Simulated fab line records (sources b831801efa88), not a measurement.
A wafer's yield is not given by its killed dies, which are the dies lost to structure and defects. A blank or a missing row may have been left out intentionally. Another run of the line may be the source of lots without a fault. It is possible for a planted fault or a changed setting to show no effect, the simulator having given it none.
fab line records	flow sky130
record: lots: 6	wafers: 16	last-day: 50
route steps=708 shown VIA1@475 METAL2@483 PAD_OPEN@708
lots that met no fault: from a run of the same line without faults
start-h: hours from the record's opening day to when the first of the lot's shown wafers began	wait-h: hours elapsed since this lot's preceding step	" identical to the entry in the row above	L1.1+2: several wafers, shown together as one row	- value missing, or start not given	* or withheld: withheld	< > ~ a bound
route shown NAME@n: a module of which the file shows steps, and the number in the route of the first	usual: mean/standard deviation of fault-free wafers	same: alike in all rows	chamber/n: place in a boat	sites: readings site by site	_std_site: the standard deviation of these	_edge_site: mean of outer sites minus mean of inner sites	radius-mm: how far each site lies from the wafer's centre	mask NAME#n: copy n	behind: the tool/chamber that last shaped the wafer	hold: reason for holding the lot/hours on hold/outcome of the hold	device: which transistor (n, p or np) failed to switch	end of line: tests of these same wafers at the route's end	for a step that has no rows: nothing shown but its recipe	killed: dies lost to structure and defects at the first sort, not the wafer's yield	map: a wafer's dies, x killed, . not, _ none there
set.NAME: setting as actually run; set.NAME@STEP: the setting as run at that earlier step	model.NAME: the simulator's own value behind a step, which no gauge read
a table for each step, a row for each wafer; lots at some steps of the route
services: from which hour (start-h, from the record's first day; less than 0 if before it) a tool's chamber was out of use, for how many hours, and why
== steps ==
step: SKY_VIA1_STRIP_17
recipe: chemistry: post-etch-residue-remover	time-s: 1200	temp-c: 72.5
step: SKY_VIA1_CLEAN_18
recipe: chemistry: IPA	time-s: 180	temp-c: 25
step: SKY_VIA1_CLEAN_19
recipe: chemistry: O3/DIW	dry: n2-spin
step: SKY_VIA1_SPUTTER_20
recipe: material: TiN	target-thk-nm: 20	chamber-pressure-pa: 5	power-w: 4000	time-s: 80
step: SKY_VIA1_CVD_21
recipe: material: W	target-thk-nm: 270	time-s: 80.902	temp-c: 400	pressure-torr: 40
step: SKY_VIA1_RS_MEAS_22
recipe: thk-meas-gauge: four-point-probe	reads: W_of_VIA1_CVD_21+TiN_of_VIA1_SPUTTER_20
usual: VIA1_W_RS: 0.427/0.0052
lot.wafer	tool	chamber	start-h	wait-h	VIA1_W_RS[ohm/sq]
L107.2	film-metro-02	-	822.27	0.1	0.429
L107.4	"	-	"	"	0.427
L107.6	"	-	"	"	0.430
L111.2	film-metro-01	-	842.53	0.1	0.431
L111.3	"	-	"	"	0.424
L111.6	"	-	"	"	0.426
L114.2	film-metro-02	-	878.57	0.1	0.434
L114.6	"	-	"	"	0.436
L116.3	film-metro-04	-	885.16	0.1	0.438
L116.5	"	-	"	"	0.436
L124.2	film-metro-02	-	932.40	0.1	0.421
L124.4	"	-	"	"	0.423
L124.6	"	-	"	"	0.425
L127.2	film-metro-01	-	952.59	0.1	0.419
L127.4	"	-	"	"	0.426
L127.5	"	-	"	"	0.416
step: SKY_VIA1_THK_MEAS_23
recipe: thk-meas-gauge: xrf	reads: W_of_VIA1_CVD_21
usual: VIA1_W_THK: 272/5.1
lot.wafer	tool	chamber	start-h	wait-h	VIA1_W_THK[nm]
L107.2	film-metro-02	-	822.38	0.1	272
L107.4	"	-	"	"	271
L107.6	"	-	"	"	272
L111.2	film-metro-01	-	842.64	0.1	269
L111.3	"	-	"	"	274
L111.6	"	-	"	"	272
L114.2	film-metro-02	-	878.68	0.1	268
L114.6	"	-	"	"	268
L116.3	film-metro-04	-	885.26	0.1	261
L116.5	"	-	"	"	262
L124.2	film-metro-02	-	932.51	0.1	276
L124.4	"	-	"	"	275
L124.6	"	-	"	"	276
L127.2	film-metro-01	-	952.70	0.1	281
L127.4	"	-	"	"	275
L127.5	"	-	"	"	283
step: SKY_VIA1_CMP_24
recipe: stop-on: SiO2	t-overpolish-s: 15	down-force-psi: 3.5	platen-rpm: 60	target-thk-nm: 0	pad-velocity-m-s: 0.94248
step: SKY_METAL2_SPUTTER_00
recipe: material: Ti	target-thk-nm: 15	power-w: 3000	time-s: 10	chamber-pressure-pa: 0.4
step: SKY_METAL2_SPUTTER_01
recipe: material: TiN	target-thk-nm: 20	power-w: 6500	time-s: 16.7	chamber-pressure-pa: 0.4
usual: throttle-valve-pct: 29.8/1
lot.wafer	tool	chamber	start-h	wait-h	throttle-valve-pct
L107.2	pvd-sputter-01	-	822.75	0.0	30.7
L107.4	"	-	"	"	30.8
L107.6	"	-	"	"	29.2
L111.2	pvd-sputter-04	-	843.01	0.0	28.1
L111.3	"	-	"	"	28.4
L111.6	"	-	"	"	31.6
L114.2	pvd-sputter-01	-	879.05	0.0	29.3
L114.6	"	-	"	"	30.7
L116.3	pvd-sputter-01	-	885.63	0.0	29.3
L116.5	"	-	"	"	30.5
L124.2	pvd-sputter-02	-	932.88	0.0	30.3
L124.4	"	-	"	"	28.9
L124.6	"	-	"	"	30.8
L127.2	pvd-sputter-02	-	953.07	0.0	30.5
L127.4	"	-	"	"	29.1
L127.5	"	-	"	"	30.5
step: SKY_METAL2_SPUTTER_02
recipe: material: AlCu	target-thk-nm: 250	power-w: 10600	time-s: 13.3	chamber-pressure-pa: 0.4
usual: throttle-valve-pct: 29.8/1
lot.wafer	tool	chamber	start-h	wait-h	throttle-valve-pct
L107.2	pvd-sputter-01	-	822.77	0.0	30.7
L107.4	"	-	"	"	30.8
L107.6	"	-	"	"	29.0
L111.2	pvd-sputter-04	-	843.04	0.0	28.4
L111.3	"	-	"	"	28.7
L111.6	"	-	"	"	31.5
L114.2	pvd-sputter-01	-	879.08	0.0	29.1
L114.6	"	-	"	"	31.0
L116.3	pvd-sputter-01	-	885.65	0.0	29.1
L116.5	"	-	"	"	30.4
L124.2	pvd-sputter-02	-	932.91	0.0	30.0
L124.4	"	-	"	"	29.3
L124.6	"	-	"	"	30.4
L127.2	pvd-sputter-02	-	953.10	0.0	30.6
L127.4	"	-	"	"	29.3
L127.5	"	-	"	"	30.5
step: SKY_METAL2_SPUTTER_03
recipe: material: Ti	target-thk-nm: 5	power-w: 3000	time-s: 3.3	chamber-pressure-pa: 0.4
step: SKY_METAL2_SPUTTER_04
recipe: material: TiN	target-thk-nm: 70	power-w: 6500	time-s: 58.3	chamber-pressure-pa: 0.4
usual: throttle-valve-pct: 29.8/1
lot.wafer	tool	chamber	start-h	wait-h	throttle-valve-pct	model.TiN_of_METAL2_SPUTTER_04.thk-nm
L107.2	pvd-sputter-01	-	822.82	0.0	30.7	69.9
L107.4	"	-	"	"	30.8	70.06
L107.6	"	-	"	"	29.1	70.4
L111.2	pvd-sputter-04	-	843.08	0.0	28.0	69.8
L111.3	"	-	"	"	28.2	69.21
L111.6	"	-	"	"	31.9	69.29
L114.2	pvd-sputter-01	-	879.12	0.0	28.9	70.17
L114.6	"	-	"	"	31.0	31.61
L116.3	pvd-sputter-01	-	885.69	0.0	29.2	68.84
L116.5	"	-	"	"	30.5	30.93
L124.2	pvd-sputter-02	-	932.95	0.0	30.3	69.88
L124.4	"	-	"	"	29.4	69.84
L124.6	"	-	"	"	30.7	70.18
L127.2	pvd-sputter-02	-	953.14	0.0	30.6	70.26
L127.4	"	-	"	"	29.6	69.87
L127.5	"	-	"	"	30.7	70.13
step: SKY_METAL2_RS_MEAS_05
recipe: thk-meas-gauge: four-point-probe	reads: TiN_of_METAL2_SPUTTER_04+Ti_of_METAL2_SPUTTER_03+AlCu_of_METAL2_SPUTTER_02+TiN_of_METAL2_SPUTTER_01+Ti_of_METAL2_SPUTTER_00
usual: METAL2_ALCU_RS: 0.1266/0.0011
lot.wafer	tool	chamber	start-h	wait-h	METAL2_ALCU_RS[ohm/sq]
L107.2	film-metro-03	-	822.89	0.0	0.1272
L107.4	"	-	"	"	0.1275
L107.6	"	-	"	"	0.1278
L111.2	film-metro-04	-	843.15	0.0	0.1268
L111.3	"	-	"	"	0.1268
L111.6	"	-	"	"	0.1285
L114.2	film-metro-03	-	879.19	0.0	0.1259
L114.6	"	-	"	"	0.1272
L116.3	film-metro-04	-	885.78	0.1	0.1262
L116.5	"	-	"	"	0.1274
L124.2	film-metro-04	-	933.02	0.0	0.1268
L124.4	"	-	"	"	0.1285
L124.6	"	-	"	"	0.1290
L127.2	film-metro-01	-	953.21	0.0	0.1259
L127.4	"	-	"	"	0.1257
L127.5	"	-	"	"	0.1264
step: SKY_METAL2_THK_MEAS_06
recipe: thk-meas-gauge: xrf	reads: AlCu_of_METAL2_SPUTTER_02
usual: METAL2_ALCU_THK: 249.5/2.5
lot.wafer	tool	chamber	start-h	wait-h	METAL2_ALCU_THK[nm]
L107.2	film-metro-03	-	823.00	0.1	247.1
L107.4	"	-	"	"	247.0
L107.6	"	-	"	"	247.8
L111.2	film-metro-04	-	843.26	0.1	248.3
L111.3	"	-	"	"	249.7
L111.6	"	-	"	"	247.3
L114.2	film-metro-03	-	879.30	0.1	249.0
L114.6	"	-	"	"	269.8
L116.3	film-metro-04	-	885.88	0.1	253.1
L116.5	"	-	"	"	272.1
L124.2	film-metro-04	-	933.13	0.1	248.5
L124.4	"	-	"	"	244.7
L124.6	"	-	"	"	244.9
L127.2	film-metro-01	-	953.32	0.1	249.5
L127.4	"	-	"	"	252.2
L127.5	"	-	"	"	250.6
step: SKY_METAL2_DEHYDRATE_07
recipe: temp-c: 200	time-s: 60
step: SKY_METAL2_HMDS_08
recipe: prime-time-s: 60	prime-temp-c: 120
step: SKY_METAL2_COAT_09
recipe: resist: BARC	temp-c: withheld	time-s: withheld	spin-rpm: 3000	resist-thk-nm: 60
step: SKY_METAL2_COAT_10
recipe: resist: KrF-thick	spin-rpm: 3000	resist-thk-nm: 450
step: SKY_METAL2_SOFTBAKE_11
recipe: temp-c: 100	time-s: 90	resist: KrF-thick
step: SKY_METAL2_EXPOSE_12
recipe: mask-id: MM2	na: 0.8	source-shape: annular	sigma-inner: 0.55	sigma-outer: 0.85	target-cd-nm: 140	dose-mj: 28
step: SKY_METAL2_PEB_13
recipe: peb-temp-c: withheld	peb-time-s: withheld	resist: KrF-thick
step: SKY_METAL2_DEVELOP_14
recipe: develop-time-s: 60	resist: KrF-thick	dev-temp-c: 21
step: SKY_METAL2_CD_MEAS_15
recipe: target-cd-nm: 140
usual: cd-nm: 140.3/1.7
lot.wafer	tool	chamber	start-h	wait-h	cd-nm
L107.2	cd-sem-01	-	848.15	-	141.1
L107.4	"	-	"	"	140.7
L107.6	"	-	"	"	142.7
L111.2	cd-sem-02	-	869.56	-	140.6
L111.3	"	-	"	"	141.2
L111.6	"	-	"	"	140.5
L114.2	cd-sem-02	-	904.63	-	138.0
L114.6	"	-	"	"	137.9
L116.3	cd-sem-02	-	910.70	-	143.0
L116.5	"	-	"	"	142.5
L124.2	cd-sem-01	-	957.63	-	142.5
L124.4	"	-	"	"	144.1
L124.6	"	-	"	"	140.9
L127.2	cd-sem-02	-	977.31	-	139.1
L127.4	"	-	"	"	142.4
L127.5	"	-	"	"	140.6
step: SKY_METAL2_OVL_MEAS_16
usual: METAL2_OVL: -3/6.1
lot.wafer	tool	chamber	start-h	wait-h	METAL2_OVL[nm]
L107.2	overlay-01	-	848.26	0.1	-7
L107.4	"	-	"	"	-9
L107.6	"	-	"	"	-4
L111.2	overlay-01	-	869.66	0.1	0
L111.3	"	-	"	"	-7
L111.6	"	-	"	"	-2
L114.2	overlay-02	-	904.74	0.1	-2
L114.6	"	-	"	"	-3
L116.3	overlay-01	-	910.79	0.1	-12
L116.5	"	-	"	"	-12
L124.2	overlay-02	-	957.74	0.1	4
L124.4	"	-	"	"	4
L124.6	"	-	"	"	4
L127.2	overlay-02	-	977.41	0.1	-9
L127.4	"	-	"	"	-11
L127.5	"	-	"	"	-11
step: SKY_METAL2_DESCUM_17
recipe: chemistry: O2	source-power-w: 150	bias-power-w: 0	pressure-mtorr: 10	temp-c: 40	time-s: 8
usual: drypump-motor-current-A: 5.7/0.48	oes-product-au: 0.996/0.0067
lot.wafer	tool	chamber	start-h	wait-h	drypump-motor-current-A	oes-product-au	rf-hours-counter-h
L107.2	rie-metal-02	1	848.29	0.0	6.4	0.989	1
L107.4	"	1	"	"	6.4	0.996	-
L107.6	"	1	"	"	6.4	0.986	-
L111.2	rie-metal-01	1	869.69	0.0	5.6	1.005	7
L111.3	"	0	"	"	5.6	0.991	-
L111.6	"	0	"	"	5.6	1.000	-
L114.2	rie-metal-02	1	904.77	0.0	6.4	0.991	4
L114.6	"	0	"	"	5.4	0.995	-
L116.3	rie-metal-02	0	910.83	0.0	5.3	0.996	-
L116.5	"	0	"	"	5.3	1.009	-
L124.2	rie-metal-04	0	957.77	0.0	4.6	0.995	11
L124.4	"	1	"	"	5.8	0.996	-
L124.6	"	1	"	"	5.9	1.000	-
L127.2	rie-metal-02	1	977.44	0.0	6.4	0.993	8
L127.4	"	1	"	"	6.4	0.998	-
L127.5	"	0	"	"	5.3	0.993	-
step: SKY_METAL2_ETCH_18
recipe: chemistry: N2/H2	target: BARC	ion-energy-ev: 200	bias-w: 100	pressure-mtorr: 30	n2-flow-sccm: 100	h2-flow-sccm: 200	icp-w: 500	stop-on: SiO2	time-s: 45.9	target-depth-a: 600
usual: drypump-motor-current-A: 5.7/0.47	oes-product-au: 0.854/0.0051	throttle-valve-pct: 13.226/0.0087
lot.wafer	tool	chamber	start-h	wait-h	drypump-motor-current-A	oes-product-au	rf-hours-counter-h	throttle-valve-pct
L107.2	rie-metal-02	1	848.33	0.0	6.4	0.855	1	13.206
L107.4	"	1	"	"	6.4	0.842	-	13.214
L107.6	"	1	"	"	6.4	0.852	-	13.239
L111.2	rie-metal-01	1	869.72	0.0	5.6	0.854	7	13.224
L111.3	"	0	"	"	5.5	0.863	-	13.221
L111.6	"	0	"	"	5.6	0.848	-	13.225
L114.2	rie-metal-02	1	904.80	0.0	6.4	0.845	4	13.240
L114.6	"	0	"	"	5.4	0.852	-	13.229
L116.3	rie-metal-02	0	910.87	0.0	5.4	0.848	-	13.226
L116.5	"	0	"	"	5.3	0.848	-	13.224
L124.2	rie-metal-04	0	957.80	0.0	4.7	0.859	11	13.233
L124.4	"	1	"	"	5.9	0.857	-	13.231
L124.6	"	1	"	"	5.9	0.864	-	13.234
L127.2	rie-metal-02	1	977.48	0.0	6.4	0.865	8	13.230
L127.4	"	1	"	"	6.4	0.855	-	13.222
L127.5	"	0	"	"	5.4	0.848	-	13.239
step: SKY_METAL2_METAL_ETCH_19
recipe: target-depth-a: 3600	stop-on: SiO2	over-etch-frac: 0.3	time-s: 78	chemistry: Cl2/BCl3	resist-sidewall-deg: 88	pressure-mtorr: 10	icp-w: 900	bias-w: 48.5	Cl2_flow_sccm: 60	bcl3-flow-sccm: 30
usual: drypump-motor-current-A: 5.7/0.47	oes-product-au: 0.854/0.0052	throttle-valve-pct: 22.264/0.0094
lot.wafer	tool	chamber	start-h	wait-h	drypump-motor-current-A	oes-product-au	rf-hours-counter-h	throttle-valve-pct
L107.2	rie-metal-02	1	848.39	0.0	6.4	0.859	1	22.264
L107.4	"	1	"	"	6.4	0.860	-	22.263
L107.6	"	1	"	"	6.4	0.859	-	22.250
L111.2	rie-metal-01	1	869.79	0.0	5.6	0.857	8	22.268
L111.3	"	0	"	"	5.6	0.851	-	22.263
L111.6	"	0	"	"	5.6	0.856	-	22.270
L114.2	rie-metal-02	1	904.86	0.0	6.4	0.855	4	22.255
L114.6	"	0	"	"	5.3	0.837	-	22.275
L116.3	rie-metal-02	0	910.94	0.1	5.3	0.859	-	22.263
L116.5	"	0	"	"	5.3	0.827	-	22.254
L124.2	rie-metal-04	0	957.86	0.0	4.6	0.860	11	22.252
L124.4	"	1	"	"	5.9	0.851	-	22.274
L124.6	"	1	"	"	5.8	0.847	-	22.256
L127.2	rie-metal-02	1	977.54	0.0	6.4	0.858	8	22.272
L127.4	"	1	"	"	6.4	0.862	-	22.266
L127.5	"	0	"	"	5.3	0.857	-	22.250
step: SKY_METAL2_STRIP_20
recipe: chemistry: O2/N2	power-w: 1400	pressure-mtorr: 1500	platen-temp-c: withheld	o2-flow-sccm: 3000	n2-flow-sccm: 300	overash-fraction: 0.5
usual: drypump-motor-current-A: 5.8/0.47	oes-product-au: 0.343/0.0045	strip-time-to-endpoint-s: 2.706/0.027
lot.wafer	tool	chamber	start-h	wait-h	drypump-motor-current-A	oes-product-au	rf-hours-counter-h	strip-time-to-endpoint-s
L107.2	plasma-asher-02	0	848.48	0.1	6.3	0.344	44	2.737
L107.4	"	0	"	"	6.2	0.344	-	2.740
L107.6	"	1	"	"	5.4	0.344	-	2.769
L111.2	plasma-asher-04	0	869.88	0.1	5.3	0.343	107	2.679
L111.3	"	0	"	"	5.3	0.334	-	2.706
L111.6	"	0	"	"	5.3	0.337	-	2.667
L114.2	plasma-asher-04	0	904.95	0.1	5.3	0.342	110	2.712
L114.6	"	0	"	"	5.4	0.341	-	2.704
L116.3	plasma-asher-02	1	911.04	0.1	5.4	0.343	-	2.732
L116.5	"	0	"	"	6.2	0.343	-	2.747
L124.2	plasma-asher-04	1	957.95	0.1	5.8	0.346	116	2.704
L124.4	"	0	"	"	5.3	0.334	-	2.734
L124.6	"	1	"	"	5.8	0.338	-	2.726
L127.2	plasma-asher-02	0	977.63	0.1	6.3	0.346	56	2.687
L127.4	"	1	"	"	5.4	0.347	-	2.694
L127.5	"	0	"	"	6.2	0.342	-	2.656
step: SKY_METAL2_STRIP_21
recipe: chemistry: post-etch-residue-remover	time-s: 1200	temp-c: 72.5
lot.wafer	tool	chamber	start-h	wait-h	model.TiN_of_METAL2_SPUTTER_04.thk-nm
L107.2	wet-bench-01	2	848.58	0.1	69.49
L107.4	"	2	"	"	69.64
L107.6	"	2	"	"	69.98
L111.2	wet-bench-01	2	869.98	0.1	69.38
L111.3	"	2	"	"	68.79
L111.6	"	2	"	"	68.87
L114.2	wet-bench-02	2	905.05	0.1	69.76
L114.6	"	2	"	"	31.2
L116.3	wet-bench-01	0	911.10	0.0	68.42
L116.5	"	0	"	"	30.5
L124.2	wet-bench-03	0	958.05	0.1	69.46
L124.4	"	0	"	"	69.42
L124.6	"	0	"	"	69.76
L127.2	wet-bench-02	3	977.73	0.1	69.84
L127.4	"	3	"	"	69.45
L127.5	"	3	"	"	69.72
step: SKY_METAL2_CLEAN_22
recipe: chemistry: IPA	time-s: 180	temp-c: 25
step: SKY_PAD_OPEN_PROBE_99
usual: defect-limited-yield: 82.3/2	killed_at_M0_to_M3: 43/7.3	killed_at_M4_up: 3.2/1.8	killed-at-contacts: 24/5.8	killed-at-front-end: 16/4.5	killed-at-other: 0.3/0.53	killed-dies: 87/9.9	killed-open: 48/6.8	killed-short: 39/6.9	sort_bin_3_pad_short: 0.8/0.42	sort_bin_5_function: 10.4/1.6	sort_bin_6_memory: 6.4/1.2	sort-n-pass: 405/9.9	sort-yield-pct: 82.3/2
same: gross-dies: 492	killed-at-back-side: 0	sort_bin_4_leakage[%]: 0	sort_bin_8_speed[%]: 0
lot.wafer	tool	chamber	start-h	wait-h	defect-limited-yield[%]	killed_at_M0_to_M3	killed_at_M4_up	killed-at-contacts	killed-at-front-end	killed-at-other	killed-dies	killed-open	killed-short	sort_bin_3_pad_short[%]	sort_bin_5_function[%]	sort_bin_6_memory[%]	sort-n-pass	sort-yield-pct[%]	model.etest.via2-chain.rc-ohm
L107.2	prober-02	-	1098.71	0.1	85.4	32	2	22	15	1	72	35	37	0.6	7.9	6.1	420	85.4	9.484
L107.4	prober-02	-	1098.81	0.2	82.1	52	4	20	12	0	88	45	43	0.2	10.0	7.7	404	82.1	9.892
L107.6	prober-02	-	1098.91	0.2	85.2	42	2	18	11	0	73	34	39	1.4	7.3	6.1	419	85.2	9.891
L111.2	prober-02	-	1114.77	0.1	80.9	36	2	39	17	0	94	57	37	0.8	11.6	6.7	398	80.9	9.909
L111.3	prober-02	-	1114.82	0.2	85.6	39	5	15	12	0	71	36	35	0.6	9.6	4.3	421	85.6	9.604
L111.6	prober-02	-	1114.97	0.2	82.5	34	2	32	18	0	86	44	42	1.0	10.6	5.9	406	82.5	9.697
L114.2	prober-01	-	1138.94	0.1	79.1	46	1	32	24	0	103	63	40	0.6	13.2	7.1	389	79.1	10.73
L114.6	prober-01	-	1139.14	0.2	81.5	51	1	24	15	0	91	52	39	1.6	10.6	6.3	401	81.5	9.004
L116.3	prober-02	-	1142.98	0.2	81.5	43	3	28	16	1	91	51	40	0.4	12.6	5.5	401	81.5	10.26
L116.5	prober-02	-	1143.08	0.2	81.5	45	3	33	10	0	91	57	34	0.2	12.4	5.9	401	81.5	8.828
L124.2	prober-01	-	1177.11	0.1	86.2	35	7	15	10	1	68	43	25	0.4	6.7	6.7	424	86.2	10.2
L124.4	prober-01	-	1177.21	0.2	84.6	49	0	14	13	0	76	34	42	0.6	8.7	6.1	416	84.6	9.249
L124.6	prober-01	-	1177.31	0.2	82.5	43	5	27	11	0	86	42	44	0.6	8.5	8.3	406	82.5	9.879
L127.2	prober-02	-	1193.20	0.1	76.2	58	5	33	21	0	117	61	56	1.0	14.6	8.1	375	76.2	9.642
L127.4	prober-02	-	1193.30	0.2	84.8	42	3	13	17	0	75	49	26	0	10.0	5.3	417	84.8	10.06
L127.5	prober-02	-	1193.35	0.2	85.8	34	3	19	14	0	70	37	33	0.6	6.9	6.7	422	85.8	10.12
killed by level:class
L107.2 VIA1:geometric-particle:open=9 CONTACT:geometric-particle:short=8 METAL2:geometric-particle:short=8 FIELD_ISO:geometric-particle:short=5 FIELD_ISO:geometric-particle:open=4 POLY_GATE:geometric-particle:open=4 LI_CONTACT:geometric-particle:open=4 LOCAL_INTERCONNECT:geometric-particle:short=4
L107.4 VIA1:geometric-particle:open=10 METAL2:geometric-particle:short=10 CONTACT:geometric-particle:open=9 LI_CONTACT:geometric-particle:open=7 VIA2:geometric-particle:open=7 VIA1:geometric-particle:short=5 VIA2:geometric-particle:short=4 VIA3:geometric-particle:open=4
L107.6 VIA1:geometric-particle:open=8 METAL1:geometric-particle:short=8 METAL2:geometric-particle:short=6 FIELD_ISO:geometric-particle:short=5 LI_CONTACT:geometric-particle:open=5 CONTACT:geometric-particle:open=5 VIA1:geometric-particle:short=4 CONTACT:geometric-particle:short=3
L111.2 CONTACT:geometric-particle:open=17 LI_CONTACT:geometric-particle:open=13 VIA1:geometric-particle:open=10 METAL3:geometric-particle:short=6 FIELD_ISO:geometric-particle:short=5 VIA3:geometric-particle:open=5 FIELD_ISO:geometric-particle:open=4 POLY_GATE:geometric-particle:short=4
L111.3 VIA1:geometric-particle:short=9 CONTACT:geometric-particle:open=8 VIA3:geometric-particle:open=7 VIA2:geometric-particle:open=7 VIA1:geometric-particle:open=4 METAL4:geometric-particle:short=4 FIELD_ISO:geometric-particle:short=3 SPACER:geometric-particle:short=3
L111.6 LI_CONTACT:geometric-particle:open=11 CONTACT:geometric-particle:open=9 METAL1:geometric-particle:short=7 CONTACT:geometric-particle:short=6 VIA1:geometric-particle:open=6 POLY_GATE:geometric-particle:short=5 POLY_GATE:geometric-particle:open=4 LI_CONTACT:geometric-particle:short=4
L114.2 CONTACT:geometric-particle:open=13 VIA1:geometric-particle:open=12 LI_CONTACT:geometric-particle:open=11 VIA2:geometric-particle:short=8 POLY_GATE:geometric-particle:open=7 FIELD_ISO:geometric-particle:open=6 METAL1:geometric-particle:short=6 VIA2:geometric-particle:open=5
L114.6 CONTACT:geometric-particle:open=15 VIA1:geometric-particle:open=12 VIA2:geometric-particle:open=9 METAL2:geometric-particle:short=8 CONTACT:geometric-particle:short=5 VIA1:geometric-particle:short=4 FIELD_ISO:geometric-particle:short=3 LI_CONTACT:geometric-particle:open=3
L116.3 VIA1:geometric-particle:open=13 CONTACT:geometric-particle:open=12 CONTACT:geometric-particle:short=7 VIA2:geometric-particle:open=7 LI_CONTACT:geometric-particle:open=6 FIELD_ISO:geometric-particle:short=5 POLY_GATE:geometric-particle:short=5 VIA1:geometric-particle:short=5
L116.5 VIA1:geometric-particle:open=16 CONTACT:geometric-particle:open=13 VIA2:geometric-particle:open=8 LI_CONTACT:geometric-particle:short=6 LOCAL_INTERCONNECT:geometric-particle:short=5 CONTACT:geometric-particle:short=5 VIA3:geometric-particle:open=5 LI_CONTACT:geometric-particle:open=4
L124.2 VIA1:geometric-particle:open=8 VIA3:geometric-particle:open=8 VIA2:geometric-particle:open=6 LI_CONTACT:geometric-particle:short=5 METAL4:geometric-particle:open=5 CONTACT:geometric-particle:open=4 METAL1:geometric-particle:short=4 METAL2:geometric-particle:short=4
L124.4 METAL2:geometric-particle:short=10 METAL1:geometric-particle:short=8 VIA1:geometric-particle:open=7 VIA3:geometric-particle:open=5 VIA2:geometric-particle:open=5 FIELD_ISO:geometric-particle:short=4 LOCAL_INTERCONNECT:geometric-particle:short=4 CONTACT:geometric-particle:open=4
L124.6 VIA1:geometric-particle:open=11 CONTACT:geometric-particle:open=7 METAL1:geometric-particle:short=7 METAL2:geometric-particle:short=7 LI_CONTACT:geometric-particle:short=6 LOCAL_INTERCONNECT:geometric-particle:short=6 VIA2:geometric-particle:open=5 METAL3:geometric-particle:short=5
L127.2 VIA1:geometric-particle:open=14 METAL2:geometric-particle:short=11 CONTACT:geometric-particle:open=10 LI_CONTACT:geometric-particle:open=9 METAL1:geometric-particle:short=7 POLY_GATE:geometric-particle:open=6 VIA3:geometric-particle:open=6 VIA2:geometric-particle:short=6
L127.4 VIA1:geometric-particle:open=16 POLY_GATE:geometric-particle:open=5 POLY_GATE:geometric-particle:short=5 VIA3:geometric-particle:open=5 CONTACT:geometric-particle:short=4 VIA2:geometric-particle:open=4 FIELD_ISO:geometric-particle:open=3 SPACER:geometric-particle:open=3
L127.5 LI_CONTACT:geometric-particle:open=7 CONTACT:geometric-particle:open=6 METAL2:geometric-particle:short=6 VIA3:geometric-particle:open=6 FIELD_ISO:geometric-particle:short=5 VIA2:geometric-particle:open=5 POLY_GATE:geometric-particle:open=4 METAL1:geometric-particle:short=4
== services ==
tool	chamber	start-h	hours	kind
rie-metal-01	1	807.13	8.2	repair
rie-metal-01	-	823.42	4.0	pm
plasma-asher-02	-	843.76	0.5	repair
wet-bench-03	-	848.24	4.4	pm
rie-metal-04	-	869.38	0.2	repair
plasma-asher-04	-	870.05	0.7	repair
pvd-sputter-04	-	893.05	2.2	repair
rie-metal-04	-	919.38	0.6	repair
wet-bench-03	-	931.77	1.9	pm
plasma-asher-02	-	936.70	1.1	repair
rie-metal-01	1	944.94	5.5	repair
== key ==
first-sign: step: SKY_METAL2_THK_MEAS_06	reading: METAL2_ALCU_THK	direction: up	sigmas: 8.5	usual: 249.5	struck: 270.9
effect: step: SKY_METAL2_METAL_ETCH_19	reading: oes-product-au	direction: down	sigmas: 4.3	usual: 0.854	struck: 0.832
model-effect: step: SKY_METAL2_SPUTTER_04	value: TiN_of_METAL2_SPUTTER_04.thk-nm	without: 69	struck: 31.27
model-effect: step: SKY_METAL2_STRIP_21	value: TiN_of_METAL2_SPUTTER_04.thk-nm	without: 68.58	struck: 30.85
model-effect: step: SKY_PAD_OPEN_PROBE_99	value: etest.via2-chain.rc-ohm	without: 9.981	struck: 8.916
met-at SKY_METAL2_SPUTTER_04
struck-wafers L114.6,L116.5
onset-between 822.82 879.12
fault: kind: process-parameter-drift	tool: pvd-sputter-01	chamber: -	onset-h: 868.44	steps: SKY_METAL2_SPUTTER_04	channel: target-thk-nm	offset: -37.734	shape: step	end-h: 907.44	scope: struck-wafers-only	acts-in: these-recipes-only	stated: 70
